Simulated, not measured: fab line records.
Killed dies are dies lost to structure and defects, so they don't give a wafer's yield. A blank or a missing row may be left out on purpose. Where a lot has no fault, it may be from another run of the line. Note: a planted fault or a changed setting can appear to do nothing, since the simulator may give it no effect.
fab line records	flow sfq-line
record: lots: 7	wafers: 21	last-day: 92
route steps=325 shown R5@216 I5@228 C5@240 M6@251
lots that met no fault: from a run of the same line without faults
start-h: the number of hours between the record's first day and the start of the first shown wafer of the lot	wait-h: time in hours since the lot's previous step	" repeats the value in the row above	L1.1+2: several wafers, shown together as one row	- no value present, or no start provided	* or withheld: withheld	< > ~ a bound
route shown NAME@n: NAME is a module with steps in the file, n the number in the route of the first one	usual: the fault-free wafers' mean and standard deviation	same: alike in all rows	chamber/n: place in a boat	sites: each site's reading	_std_site: the values' standard deviation	_edge_site: mean of outer sites minus mean of inner sites	radius-mm: how far each site lies from the wafer's centre	mask NAME#n: copy n	behind: the most recent tool/chamber to have shaped the wafer	hold: why the lot went on hold/how many hours it stayed there/how the hold came to an end	device: which transistor (n, p or np) failed to switch	end of line: tests of these same wafers at the route's end	where a step has no rows: the recipe by itself	killed: dies lost to structure and defects at the first sort, not the wafer's yield	map: a wafer's dies, x killed, . not, _ none there
set.NAME: the run value of the setting; set.NAME@STEP: its run value at that earlier step	model.NAME: the simulator's own value behind a step, which no gauge read
a table for each step, a row for each wafer; lots at some steps of the route
services: when a tool's chamber went out of use (start-h, in hours from the record's first day, below 0 if earlier), for how many hours, and the reason
== steps ==
step: SFQ_R5_THK_MEAS_934
recipe: thk-meas-gauge: xrf	reads: MoNx_of_TRILAYER_R5_DEP_SPUTTER_133
usual: R5_MONX_THK: 39.7/0.42
lot.wafer	tool	chamber	start-h	wait-h	R5_MONX_THK[nm]
L590.4	film-metro-02	-	1663.02	0.1	39.2
L590.5	"	-	"	"	39.3
L590.6	"	-	"	"	38.9
L592.2	film-metro-01	-	1666.60	0.1	40.5
L592.3	"	-	"	"	40.3
L592.5	"	-	"	"	40.8
L593.1	film-metro-01	-	1668.97	0.1	39.8
L593.5	"	-	"	"	39.2
L593.6	"	-	"	"	39.7
L594.1	film-metro-03	-	1670.19	0.1	39.5
L594.4	"	-	"	"	39.7
L594.5	"	-	"	"	39.8
L600.1	film-metro-01	-	1683.37	0.1	39.5
L600.2	"	-	"	"	39.6
L600.4	"	-	"	"	39.4
L606.1	film-metro-01	-	1795.78	0.1	39.3
L606.4	"	-	"	"	39.6
L606.6	"	-	"	"	39.6
L609.1	film-metro-01	-	1814.92	0.1	40.5
L609.2	"	-	"	"	39.7
L609.4	"	-	"	"	39.9
step: SFQ_TRILAYER_R5_LITHO_COAT_141
recipe: resist: BARC	spin-rpm: 3000	resist-thk-nm: 62
step: SFQ_TRILAYER_R5_LITHO_COAT_136
recipe: resist: KrF	spin-rpm: 3000	resist-thk-nm: 600
step: SFQ_TRILAYER_R5_LITHO_SOFTBAKE_140
recipe: temp-c: withheld	time-s: withheld	resist: KrF
step: SFQ_TRILAYER_R5_LITHO_EXPOSE_137
recipe: mask-id: R5	na: 0.6	source-shape: conventional	sigma-outer: 0.65	target-cd-nm: 500	dose-mj: 14.4
step: SFQ_TRILAYER_R5_LITHO_PEB_139
recipe: peb-temp-c: 115	peb-time-s: 60	resist: KrF
step: SFQ_TRILAYER_R5_LITHO_DEVELOP_138
recipe: time-s: 60	resist: KrF
step: SFQ_R5_OVL_MEAS_935
usual: R5_OVL: 3/5
lot.wafer	tool	chamber	start-h	wait-h	R5_OVL[nm]
L590.4	overlay-01	-	1762.96	0.1	7
L590.5	"	-	"	"	12
L590.6	"	-	"	"	2
L592.2	overlay-01	-	1765.35	0.1	2
L592.3	"	-	"	"	3
L592.5	"	-	"	"	5
L593.1	overlay-01	-	1770.15	0.1	0
L593.5	"	-	"	"	7
L593.6	"	-	"	"	7
L594.1	overlay-01	-	1771.35	0.1	1
L594.4	"	-	"	"	5
L594.5	"	-	"	"	1
L600.1	overlay-01	-	1783.35	0.1	2
L600.2	"	-	"	"	1
L600.4	"	-	"	"	-2
L606.1	overlay-01	-	1892.24	0.1	3
L606.4	"	-	"	"	-1
L606.6	"	-	"	"	2
L609.1	overlay-01	-	1915.04	0.1	6
L609.2	"	-	"	"	9
L609.4	"	-	"	"	12
step: SFQ_TRILAYER_R5_BARC_OPEN_METAL_ETCH_177
recipe: mask-material: PR	chemistry: O2	target-depth-nm: 125	target: BARC	icp-w: 600	bias-w: 80	pressure-mtorr: 10	time-s: 41.7
usual: drypump-motor-current-A: 5.52/0.23	oes-product-au: 0.685/0.0047
lot.wafer	tool	chamber	start-h	wait-h	drypump-motor-current-A	oes-product-au	rf-hours-counter-h
L590.4	rie-metal-01	1	1763.04	0.1	5.73	0.689	-
L590.5	"	1	"	"	5.67	0.690	-
L590.6	"	1	"	"	5.70	0.689	-
L592.2	rie-metal-01	1	1765.38	0.0	5.70	0.683	75
L592.3	"	0	"	"	5.83	0.678	-
L592.5	"	1	"	"	5.73	0.687	-
L593.1	rie-metal-01	1	1770.18	0.0	5.73	0.684	76
L593.5	"	1	"	"	5.73	0.687	-
L593.6	"	0	"	"	5.81	0.683	-
L594.1	rie-metal-04	0	1771.38	0.0	5.17	0.679	64
L594.4	"	1	"	"	5.33	0.685	-
L594.5	"	1	"	"	5.33	0.689	-
L600.1	rie-metal-03	0	1783.38	0.0	5.61	0.689	35
L600.2	"	1	"	"	5.30	0.691	52
L600.4	"	0	"	"	5.58	0.678	-
L606.1	rie-metal-01	0	1892.27	0.0	5.79	0.685	19
L606.4	"	0	"	"	5.77	0.680	-
L606.6	"	1	"	"	5.72	0.685	-
L609.1	rie-metal-04	0	1915.07	0.0	5.19	0.673	82
L609.2	"	1	"	"	5.34	0.684	68
L609.4	"	1	"	"	5.33	0.685	-
step: SFQ_TRILAYER_R5_ETCH_METAL_ETCH_139
recipe: stop-on: SiO2	mask-material: PR	chemistry: Cl2	target-depth-nm: 60	icp-w: 600	bias-w: 80	pressure-mtorr: 10	time-s: 40
usual: drypump-motor-current-A: 5.51/0.24	oes-product-au: 0.991/0.0059
lot.wafer	tool	chamber	start-h	wait-h	drypump-motor-current-A	oes-product-au	rf-hours-counter-h
L590.4	rie-metal-01	1	1763.16	0.1	5.73	0.991	-
L590.5	"	1	"	"	5.75	0.984	-
L590.6	"	1	"	"	5.71	0.990	-
L592.2	rie-metal-01	1	1765.44	0.0	5.73	0.992	75
L592.3	"	0	"	"	5.81	0.993	-
L592.5	"	1	"	"	5.72	1.003	-
L593.1	rie-metal-01	1	1770.24	0.0	5.71	0.993	76
L593.5	"	1	"	"	5.72	0.990	-
L593.6	"	0	"	"	5.83	1.000	-
L594.1	rie-metal-04	0	1771.44	0.0	5.17	0.982	64
L594.4	"	1	"	"	5.33	0.983	-
L594.5	"	1	"	"	5.31	0.992	-
L600.1	rie-metal-03	0	1783.44	0.0	5.62	0.984	35
L600.2	"	1	"	"	5.33	0.977	52
L600.4	"	0	"	"	5.58	0.987	-
L606.1	rie-metal-01	0	1892.33	0.0	5.79	0.990	19
L606.4	"	0	"	"	5.82	0.999	-
L606.6	"	1	"	"	5.71	0.990	-
L609.1	rie-metal-04	0	1915.13	0.0	5.17	0.990	82
L609.2	"	1	"	"	5.34	0.984	68
L609.4	"	1	"	"	5.31	0.983	-
step: SFQ_TRILAYER_R5_STRIP_STRIP_140
recipe: gas: O2	power-w: 200	platen-temp-c: 40	overash-fraction: 0.65	chemistry: O2	pressure-mtorr: 50
step: SFQ_TRILAYER_R5_STRIP_SOLV_CLEAN_141
recipe: chemistry: NMP	temp-c: 70	time-s: 600
step: SFQ_TRILAYER_A5C_DEP_PECVD_142
recipe: material: SiO2	temp-c: 150	time-s: 15.556	pressure-torr: 2.4	rf-w: 183.3	precursor: SiH4/N2O	target-thk-nm: 70
usual: heater-power-w: 91/13	throttle-valve-pct: 24.1/1.4
lot.wafer	tool	chamber	start-h	wait-h	heater-power-w	since-wet-clean-h	throttle-valve-pct
L590.4	pecvd-04	2	1764.61	0.0	105	-	22.8
L590.5	"	1	"	"	90	-	22.3
L590.6	"	0	"	"	81	-	22.9
L592.2	pecvd-02	1	1766.27	0.0	102	1189	24.7
L592.3	"	0	"	"	88	1189	24.1
L592.5	"	2	"	"	86	-	25.5
L593.1	pecvd-04	0	1771.08	0.0	83	71	22.8
L593.5	"	1	"	"	99	-	22.2
L593.6	"	0	"	"	83	-	22.6
L593.1	pecvd-04	0	1771.27	0.2	82	-	22.5
L593.5	"	1	"	"	99	-	21.9
L593.6	"	0	"	"	83	-	23.0
L594.1	pecvd-03	2	1772.31	0.0	112	825	26.9
L594.4	"	1	"	"	94	-	23.9
L594.5	"	2	"	"	112	-	27.1
L594.1	pecvd-03	2	1772.50	0.2	110	-	26.9
L594.4	"	1	"	"	97	-	23.9
L594.5	"	2	"	"	111	-	26.6
L600.1	pecvd-02	0	1784.28	0.0	90	1207	23.8
L600.2	"	1	"	"	88	1207	24.7
L600.4	"	1	"	"	90	-	24.6
L600.1	pecvd-02	0	1784.47	0.2	90	-	24.0
L600.2	"	1	"	"	85	-	24.7
L600.4	"	1	"	"	89	-	24.7
L606.1	pecvd-04	1	1893.17	0.0	97	193	22.4
L606.4	"	0	"	"	81	-	23.1
L606.6	"	2	"	"	106	-	23.2
L609.1	pecvd-04	0	1915.97	0.0	84	216	23.2
L609.2	"	1	"	"	99	216	22.5
L609.4	"	2	"	"	108	-	22.9
step: SFQ_TRILAYER_I5_LITHO_COAT_149
recipe: resist: BARC	spin-rpm: 3000	resist-thk-nm: 62
step: SFQ_TRILAYER_I5_LITHO_COAT_144
recipe: resist: KrF	spin-rpm: 3000	resist-thk-nm: 650
step: SFQ_TRILAYER_I5_LITHO_SOFTBAKE_148
recipe: temp-c: withheld	time-s: withheld	resist: KrF
step: SFQ_TRILAYER_I5_LITHO_EXPOSE_145
recipe: mask-id: I5	na: 0.6	source-shape: conventional	sigma-outer: 0.65	target-cd-nm: 700	dose-mj: 21.3
step: SFQ_TRILAYER_I5_LITHO_PEB_147
recipe: peb-temp-c: 115	peb-time-s: 60	resist: KrF
step: SFQ_TRILAYER_I5_LITHO_DEVELOP_146
recipe: time-s: 60	resist: KrF
step: SFQ_I5_OVL_MEAS_936
usual: I5_OVL: 3/5.7
lot.wafer	tool	chamber	start-h	wait-h	I5_OVL[nm]
L590.4	overlay-02	-	1767.86	0.1	5
L590.5	"	-	"	"	5
L590.6	"	-	"	"	4
L592.2	overlay-02	-	1770.25	0.1	3
L592.3	"	-	"	"	-4
L592.5	"	-	"	"	2
L593.1	overlay-02	-	1773.97	0.1	4
L593.5	"	-	"	"	7
L593.6	"	-	"	"	10
L594.1	overlay-02	-	1777.12	0.1	6
L594.4	"	-	"	"	2
L594.5	"	-	"	"	3
L600.1	overlay-02	-	1790.32	0.1	4
L600.2	"	-	"	"	-2
L600.4	"	-	"	"	-6
L606.1	overlay-02	-	1987.16	0.1	-6
L606.4	"	-	"	"	3
L606.6	"	-	"	"	0
L609.1	overlay-02	-	2012.36	0.1	3
L609.2	"	-	"	"	-3
L609.4	"	-	"	"	2
step: SFQ_TRILAYER_I5_BARC_OPEN_VIA_ETCH_200
recipe: mask-material: PR	chemistry: O2	target-depth-nm: 125	target: BARC	source-w: 500	bias-w: 80	pressure-mtorr: 30	time-s: 41.7
usual: drypump-motor-current-A: 5.9/0.48	oes-product-au: 0.685/0.0045
lot.wafer	tool	chamber	start-h	wait-h	drypump-motor-current-A	oes-product-au	rf-hours-counter-h
L590.4	rie-diel-02	0	1767.88	0.0	5.6	0.684	17
L590.5	"	1	"	"	4.9	0.685	-
L590.6	"	2	"	"	6.0	0.685	-
L592.2	rie-diel-03	3	1770.28	0.0	5.5	0.685	18
L592.3	"	0	"	"	6.2	0.676	3
L592.5	"	1	"	"	5.9	0.697	-
L593.1	rie-diel-01	0	1774.01	0.0	5.6	0.684	18
L593.5	"	1	"	"	6.7	0.687	-
L593.6	"	2	"	"	5.9	0.690	-
L594.1	rie-diel-03	3	1777.16	0.0	5.5	0.683	18
L594.4	"	0	"	"	6.2	0.678	4
L594.5	"	0	"	"	6.1	0.685	-
L600.1	rie-diel-03	1	1790.36	0.0	5.9	0.687	16
L600.2	"	3	"	"	5.5	0.683	19
L600.4	"	2	"	"	6.0	0.692	5
L606.1	rie-diel-02	0	1987.20	0.0	5.6	0.689	0
L606.4	"	1	"	"	4.8	0.687	15
L606.6	"	3	"	"	5.2	0.687	-
L609.1	rie-diel-03	1	2012.40	0.0	5.9	0.683	19
L609.2	"	2	"	"	6.0	0.687	7
L609.4	"	3	"	"	5.5	0.683	21
step: SFQ_TRILAYER_I5_ETCH_VIA_ETCH_147
recipe: stop-on: Nb	mask-material: PR	chemistry: CHF3	target-depth-nm: 360	source-w: 500	bias-w: 80	pressure-mtorr: 30	time-s: withheld
step: SFQ_TRILAYER_I5_STRIP_STRIP_148
recipe: gas: O2	power-w: 200	platen-temp-c: 40	overash-fraction: 0.65	chemistry: O2	pressure-mtorr: 50
usual: drypump-motor-current-A: 5.49/0.29	oes-product-au: 1.001/0.006
lot.wafer	tool	chamber	start-h	wait-h	drypump-motor-current-A	oes-product-au	rf-hours-counter-h
L590.4	rie-metal-04	1	1768.27	-	5.35	0.996	-
L590.5	"	0	"	"	5.17	0.994	-
L590.6	"	1	"	"	5.35	0.996	-
L592.2	rie-metal-03	0	1770.47	-	5.60	0.992	33
L592.3	"	0	"	"	5.56	0.999	-
L592.5	"	0	"	"	5.60	0.998	-
L593.1	rie-metal-02	1	1774.20	-	5.77	1.013	125
L593.5	"	0	"	"	6.01	1.003	-
L593.6	"	1	"	"	5.76	1.007	-
L594.1	rie-metal-02	0	1777.35	-	5.94	0.995	23
L594.4	"	1	"	"	5.76	0.999	-
L594.5	"	0	"	"	6.00	1.004	-
L600.1	rie-metal-03	0	1790.55	-	5.58	0.998	36
L600.2	"	1	"	"	5.32	0.999	53
L600.4	"	0	"	"	5.56	0.994	-
L606.1	rie-metal-04	0	1987.39	-	5.18	0.993	91
L606.4	"	0	"	"	5.17	1.004	-
L606.6	"	0	"	"	5.16	0.984	-
L609.1	rie-metal-04	0	2012.59	-	5.17	1.005	95
L609.2	"	1	"	"	5.35	0.991	78
L609.4	"	1	"	"	5.33	0.997	-
step: SFQ_TRILAYER_I5_STRIP_SOLV_CLEAN_149
recipe: chemistry: NMP	temp-c: 70	time-s: 600
step: SFQ_TRILAYER_C5_LITHO_COAT_156
recipe: resist: BARC	spin-rpm: 3000	resist-thk-nm: 62
step: SFQ_TRILAYER_C5_LITHO_COAT_151
recipe: resist: KrF	spin-rpm: 3000	resist-thk-nm: 650
step: SFQ_TRILAYER_C5_LITHO_SOFTBAKE_155
recipe: temp-c: withheld	time-s: withheld	resist: KrF
step: SFQ_TRILAYER_C5_LITHO_EXPOSE_152
recipe: mask-id: C5	na: 0.6	source-shape: conventional	sigma-outer: 0.65	target-cd-nm: 500	dose-mj: 21.3
step: SFQ_TRILAYER_C5_LITHO_PEB_154
recipe: peb-temp-c: 115	peb-time-s: 60	resist: KrF
step: SFQ_TRILAYER_C5_LITHO_DEVELOP_153
recipe: time-s: 60	resist: KrF
step: SFQ_C5_OVL_MEAS_937
usual: C5_OVL: 2/6
lot.wafer	tool	chamber	start-h	wait-h	C5_OVL[nm]
L590.4	overlay-02	-	1771.66	0.1	5
L590.5	"	-	"	"	5
L590.6	"	-	"	"	7
L592.2	overlay-02	-	1775.25	0.1	4
L592.3	"	-	"	"	3
L592.5	"	-	"	"	3
L593.1	overlay-02	-	1779.52	0.1	7
L593.5	"	-	"	"	5
L593.6	"	-	"	"	10
L594.1	overlay-02	-	1781.92	0.1	0
L594.4	"	-	"	"	1
L594.5	"	-	"	"	-5
L600.1	overlay-02	-	1796.32	0.1	0
L600.2	"	-	"	"	1
L600.4	"	-	"	"	8
L606.1	overlay-01	-	1997.27	0.1	6
L606.4	"	-	"	"	10
L606.6	"	-	"	"	7
L609.1	overlay-02	-	2024.67	0.1	-1
L609.2	"	-	"	"	1
L609.4	"	-	"	"	-9
step: SFQ_TRILAYER_C5_BARC_OPEN_VIA_ETCH_210
recipe: mask-material: PR	chemistry: O2	target-depth-nm: 125	target: BARC	source-w: 500	bias-w: 80	pressure-mtorr: 30	time-s: 41.7
step: SFQ_TRILAYER_C5_ETCH_VIA_ETCH_154
recipe: target: SiO2	mask-material: PR	chemistry: CHF3	target-depth-nm: 84	source-w: 500	bias-w: 80	pressure-mtorr: 30	time-s: withheld	stop-on: Nb
usual: drypump-motor-current-A: 5.8/0.46	oes-product-au: 0.896/0.0082
lot.wafer	tool	chamber	start-h	wait-h	drypump-motor-current-A	oes-product-au	model.etch.depth-nm	model.C5.feature-depth-nm
L590.4	rie-diel-04	0	1771.75	0.0	5.8	0.908	71.9	71.9
L590.5	"	3	"	"	6.1	0.902	70.92	70.92
L590.6	"	1	"	"	6.1	0.898	70.94	70.94
L592.2	rie-diel-04	0	1775.32	0.0	5.8	0.899	69.42	69.42
L592.3	"	3	"	"	6.1	0.903	70.09	70.09
L592.5	"	3	"	"	6.1	0.905	72.22	72.22
L593.1	rie-diel-01	3	1779.60	0.0	6.3	1.005	84.33	84.33
L593.5	"	3	"	"	6.4	1.002	83.48	83.48
L593.6	"	0	"	"	5.5	0.996	82.96	82.96
L594.1	rie-diel-04	1	1782.00	0.0	6.0	1.012	85.17	85.17
L594.4	"	1	"	"	6.0	1.018	85.77	85.77
L594.5	"	3	"	"	6.1	0.997	83.52	83.52
L600.1	rie-diel-02	3	1796.40	0.0	5.2	1.007	85.89	85.89
L600.2	"	1	"	"	4.9	1.007	85.4	85.4
L600.4	"	0	"	"	5.6	1.007	84.6	84.6
L606.1	rie-diel-02	3	1997.35	0.0	5.2	0.894	69.66	69.66
L606.4	"	1	"	"	4.9	0.899	70.06	70.06
L606.6	"	2	"	"	6.0	0.903	70.92	70.92
L609.1	rie-diel-04	0	2024.75	0.0	5.8	0.886	68.69	68.69
L609.2	"	2	"	"	5.1	0.885	68.44	68.44
L609.4	"	1	"	"	6.0	0.897	70.64	70.64
step: SFQ_TRILAYER_C5_STRIP_STRIP_155
recipe: gas: O2	power-w: 200	platen-temp-c: 40	overash-fraction: 0.65	chemistry: O2	pressure-mtorr: 50
usual: drypump-motor-current-A: 5.6/0.3	oes-product-au: 1.000/0.0078
lot.wafer	tool	chamber	start-h	wait-h	drypump-motor-current-A	oes-product-au	rf-hours-counter-h
L590.4	rie-metal-02	0	1771.97	-	6.0	1.004	-
L590.5	"	0	"	"	6.0	0.996	-
L590.6	"	1	"	"	5.7	0.990	-
L592.2	rie-metal-04	1	1775.37	-	5.3	0.994	50
L592.3	"	1	"	"	5.3	0.997	-
L592.5	"	1	"	"	5.3	1.004	-
L593.1	rie-metal-02	0	1779.64	-	6.0	0.990	23
L593.5	"	0	"	"	6.0	0.988	-
L593.6	"	1	"	"	5.8	0.994	-
L594.1	rie-metal-02	1	1782.04	-	5.8	0.994	126
L594.4	"	1	"	"	5.7	0.990	-
L594.5	"	0	"	"	6.0	0.988	-
L600.1	rie-metal-04	0	1796.44	-	5.2	0.994	69
L600.2	"	1	"	"	5.3	0.997	54
L600.4	"	1	"	"	5.3	0.998	-
L606.1	rie-metal-01	1	1997.40	-	5.7	1.019	109
L606.4	"	0	"	"	5.8	1.012	-
L606.6	"	0	"	"	5.8	1.007	-
L609.1	rie-metal-01	1	2024.80	-	5.7	1.012	113
L609.2	"	0	"	"	5.8	1.010	38
L609.4	"	0	"	"	5.8	1.009	-
step: SFQ_TRILAYER_C5_STRIP_SOLV_CLEAN_156
recipe: chemistry: NMP	temp-c: 70	time-s: 600
step: SFQ_TRILAYER_M6_DEP_PRE_CLEAN_158
recipe: gas: Ar	time-s: 22.5	bias-v: 250
lot.wafer	tool	chamber	start-h	wait-h	model.SiO2_of_TRILAYER_A5C_DEP_PECVD_142.thk-nm
L590.4	pvd-sputter-03	-	1772.56	0.0	64.4
L590.5	"	-	"	"	63.42
L590.6	"	-	"	"	63.44
L592.2	pvd-sputter-05	-	1776.14	0.0	61.92
L592.3	"	-	"	"	62.59
L592.5	"	-	"	"	64.72
L593.1	pvd-sputter-03	-	1780.44	0.0	129.7
L593.5	"	-	"	"	132.6
L593.6	"	-	"	"	132.1
L594.1	pvd-sputter-04	-	1782.82	0.0	133.4
L594.4	"	-	"	"	135
L594.5	"	-	"	"	134.5
L600.1	pvd-sputter-04	-	1797.24	0.0	133.5
L600.2	"	-	"	"	132.9
L600.4	"	-	"	"	133.9
L606.1	pvd-sputter-04	-	1998.17	0.0	62.16
L606.4	"	-	"	"	62.56
L606.6	"	-	"	"	63.42
L609.1	pvd-sputter-03	-	2025.75	0.0	61.19
L609.2	"	-	"	"	60.94
L609.4	"	-	"	"	63.14
step: SFQ_TRILAYER_M6_DEP_SPUTTER_157
recipe: material: Nb	base-pressure-pa: 1.33e-06	chamber-pressure-pa: 0.1333	substrate-temp-c: 20	target-thk-nm: 200	power-w: 2000	time-s: 133.3
== services ==
tool	chamber	start-h	hours	kind
rie-metal-02	-	1739.97	1.6	repair
rie-diel-03	-	1747.15	2.5	repair
rie-diel-04	0	1753.81	6.9	repair
rie-diel-04	2	1758.50	37.5	repair
rie-metal-01	-	1767.01	1.8	repair
rie-diel-03	1	1782.30	6.6	repair
pecvd-04	-	1790.62	2.8	pm
rie-diel-03	-	1790.84	3.5	repair
rie-metal-03	-	1796.92	0.3	repair
rie-diel-03	1	1801.28	9.4	repair
rie-diel-04	-	1808.57	0.4	repair
rie-diel-04	3	1836.65	1.6	repair
rie-metal-01	-	1850.55	1.1	repair
rie-diel-03	2	1852.34	8.2	repair
rie-metal-02	1	1859.19	11.2	repair
rie-metal-04	-	1869.37	1.4	pm
rie-diel-02	0	1870.23	10.4	repair
rie-diel-02	2	1873.80	9.2	repair
rie-metal-03	-	1873.90	2.8	pm
rie-diel-04	-	1875.12	14.6	pm
rie-diel-03	-	1884.42	0.5	repair
pecvd-04	0	1898.79	14.3	repair
pecvd-04	-	2001.33	4.3	pm
rie-metal-02	0	2006.28	15.7	repair
== key ==
first-sign: step: SFQ_TRILAYER_A5C_DEP_PECVD_142	reading: visit	direction: added
effect: step: SFQ_TRILAYER_C5_ETCH_VIA_ETCH_154	reading: oes-product-au	direction: up	sigmas: 13	usual: 0.896	struck: 1.006
model-effect: step: SFQ_TRILAYER_C5_ETCH_VIA_ETCH_154	value: etch.depth-nm	without: 70.02	struck: 84.57
model-effect: step: SFQ_TRILAYER_M6_DEP_PRE_CLEAN_158	value: SiO2_of_TRILAYER_A5C_DEP_PECVD_142.thk-nm	without: 62.52	struck: 133.1
met-at SFQ_TRILAYER_A5C_DEP_PECVD_142
struck-wafers L593.1,L593.5,L593.6,L594.1,L594.4,L594.5,L600.1,L600.2,L600.4
fault: kind: repeated-step-whole	tool: pecvd-02,pecvd-03,pecvd-04	chamber: -	onset-h: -	steps: SFQ_TRILAYER_A5C_DEP_PECVD_142	times: 1	scope: struck-lots-only
